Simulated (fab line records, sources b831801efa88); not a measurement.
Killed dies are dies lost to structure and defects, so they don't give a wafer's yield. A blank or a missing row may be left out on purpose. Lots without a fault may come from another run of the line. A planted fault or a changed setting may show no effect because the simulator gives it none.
A struck lot beside a sound one | flow gf180mcu | 43 steps out of a route of 602
Sound: wafers L399.1, L399.3, L399.4. Struck: wafers L410.1, L410.2, L410.3. The cause comes at the end.
At each step with rows: each side's tool, then ch and its chambers, then its first start. Under that, the readings that differ: sound wafers | struck wafers | difference of the means | sigmas: that difference in standard deviations of wafers without a fault.
alike: readings whose means differ by less than 2 such deviations, and words and numbers that are the same on both sides. not compared: withheld readings, readings that some wafer has no value for, bounds like >300 that may hide the same value, and numbers for which the record gives no deviation and whose values overlap.
The two part at a step that has a row with sigmas, a row that says differs or no value, or rows on one side only. Numbers that don't overlap but have no deviation are shown without sigmas and don't part them. A reading that every wafer of one side lacks parts them only if that side has two wafers or more.

first, 1 step without rows for these wafers: GF_POLY_GATE_OXIDATION_16 (stabilise 600 s, purge 300 s, target thk 4 nm).
GF_POLY_GATE_THK_MEAS_17:
  sound on film_metro-04, day 11 05:58; struck on film_metro-01, day 14 00:20
  alike: POLY_GATE_OXIDATION_THK
GF_POLY_GATE_CD_MEAS_18:
  sound on cd_sem-01, day 11 06:02; struck on cd_sem-01, day 14 00:23
  alike: cd_nm
then, 7 steps without rows for these wafers: GF_HV_LDD_DEHYDRATE_00 (time 60 s); GF_HV_LDD_HMDS_01 (prime time 60 s); GF_HV_LDD_COAT_02 (resist thk 1000 nm); GF_HV_LDD_SOFTBAKE_03 (time 60 s); GF_HV_LDD_EXPOSE_04 (exposes mask Nplus LV AREA, target cd 400 nm); GF_HV_LDD_PEB_05; GF_HV_LDD_DEVELOP_06 (develop time 60 s).
GF_HV_LDD_CD_MEAS_07: target cd 400 nm.
  sound on cd_sem-01, day 12 01:22; struck on cd_sem-01, day 14 21:07
  alike: cd_nm
GF_HV_LDD_OVL_MEAS_08:
  sound on overlay-01, day 12 01:29; struck on overlay-02, day 14 21:14
  alike: HV_LDD_OVL
GF_HV_LDD_IMPLANT_09:
  sound on implanter-01 ch 0, day 12 01:32; struck on implanter-04, day 14 21:16
  no value came back on the struck wafers for beam_energy_keV, beam_on_s (s), implant_ion_amu; on the sound wafers beam_energy_keV reads 40.003 40.007 40.013
GF_HV_LDD_STRIP_10: strips in O2/N2.
  sound on plasma_asher-01 ch 0,1, day 12 01:41; struck on plasma_asher-01 ch 0,1, day 14 21:25
  alike: drypump_motor_current_A, heater_power_w, oes_product_au, strip_time_to_endpoint_s
  not compared: rf_hours_counter_h
GF_HV_LDD_TW_MEAS_11:
  sound on film_metro-04, day 12 01:47; struck on film_metro-04, day 14 21:31
  reading   | sound          | struck   | difference | sigmas
  HV_LDD_TW | 2484 2478 2467 | 31 31 31 | -2445      | -70
then, 7 steps without rows for these wafers: GF_HV_LDD_DEHYDRATE_12 (time 60 s); GF_HV_LDD_HMDS_13 (prime time 60 s); GF_HV_LDD_COAT_14 (resist thk 1000 nm); GF_HV_LDD_SOFTBAKE_15 (time 60 s); GF_HV_LDD_EXPOSE_16 (exposes mask Pplus LV AREA, target cd 400 nm); GF_HV_LDD_PEB_17; GF_HV_LDD_DEVELOP_18 (develop time 60 s).
GF_HV_LDD_CD_MEAS_19: target cd 400 nm.
  sound on cd_sem-02, day 12 19:49; struck on cd_sem-02, day 15 18:56
  alike: cd_nm
GF_HV_LDD_OVL_MEAS_20:
  sound on overlay-01, day 12 19:56; struck on overlay-02, day 15 19:04
  reading            | sound       | struck         | difference | sigmas
  HV_LDD_01_OVL (nm) | 2.3 1.6 0.9 | -0.8 -2.4 -0.6 | -2.9       | -2
then, 1 step without rows for these wafers: GF_HV_LDD_IMPLANT_21.
GF_HV_LDD_STRIP_22: strips in O2/N2.
  sound on plasma_asher-02 ch 0,1, day 12 20:07; struck on plasma_asher-01 ch 0,1, day 15 19:15
  alike: drypump_motor_current_A, heater_power_w, oes_product_au, strip_time_to_endpoint_s
  not compared: rf_hours_counter_h
GF_HV_LDD_TW_MEAS_23:
  sound on film_metro-02, day 12 20:13; struck on film_metro-03, day 15 19:21
  alike: HV_LDD_2_TW
then, 7 steps without rows for these wafers: GF_HV_LDD_DEHYDRATE_24 (time 60 s); GF_HV_LDD_HMDS_25 (prime time 60 s); GF_HV_LDD_COAT_26 (resist thk 1000 nm); GF_HV_LDD_SOFTBAKE_27 (time 60 s); GF_HV_LDD_EXPOSE_28 (exposes mask Nplus HV AREA, target cd 400 nm); GF_HV_LDD_PEB_29; GF_HV_LDD_DEVELOP_30 (develop time 60 s).
GF_HV_LDD_CD_MEAS_31: target cd 400 nm.
  sound on cd_sem-02, day 13 09:04; struck on cd_sem-01, day 16 17:38
  alike: cd_nm
GF_HV_LDD_OVL_MEAS_32:
  sound on overlay-01, day 13 09:11; struck on overlay-01, day 16 17:46
  alike: HV_LDD_02_OVL
then, 4 steps without rows for these wafers: GF_HV_LDD_IMPLANT_33; GF_HV_LDD_IMPLANT_34; GF_HV_LDD_IMPLANT_35; GF_HV_LDD_IMPLANT_36.
GF_HV_LDD_STRIP_37: strips in O2/N2.
  sound on plasma_asher-02 ch 0,1, day 13 09:49; struck on plasma_asher-04 ch 0,1, day 16 18:24
  alike: drypump_motor_current_A, heater_power_w, oes_product_au, strip_time_to_endpoint_s
  not compared: rf_hours_counter_h
GF_HV_LDD_TW_MEAS_38:
  sound on film_metro-04, day 13 09:55; struck on film_metro-03, day 16 18:30
  reading     | sound          | struck         | difference | sigmas
  HV_LDD_3_TW | 1476 1473 1475 | 1435 1427 1421 | -47        | -2
GF_HV_LDD_RS_MEAS_53: measures by four-point-probe.
  sound on film_metro-04, day 13 22:16; struck on film_metro-02, day 17 17:08
  reading            | sound             | struck            | difference | sigmas
  HV_LDD_RS (ohm/sq) | 418.1 418.7 418.1 | 879.4 880.7 880.4 | +461.9     | +99 or more

WHERE THEY PART
First at GF_HV_LDD_IMPLANT_09; last, within this record, at GF_HV_LDD_RS_MEAS_53.

WHY: what the simulator had put in
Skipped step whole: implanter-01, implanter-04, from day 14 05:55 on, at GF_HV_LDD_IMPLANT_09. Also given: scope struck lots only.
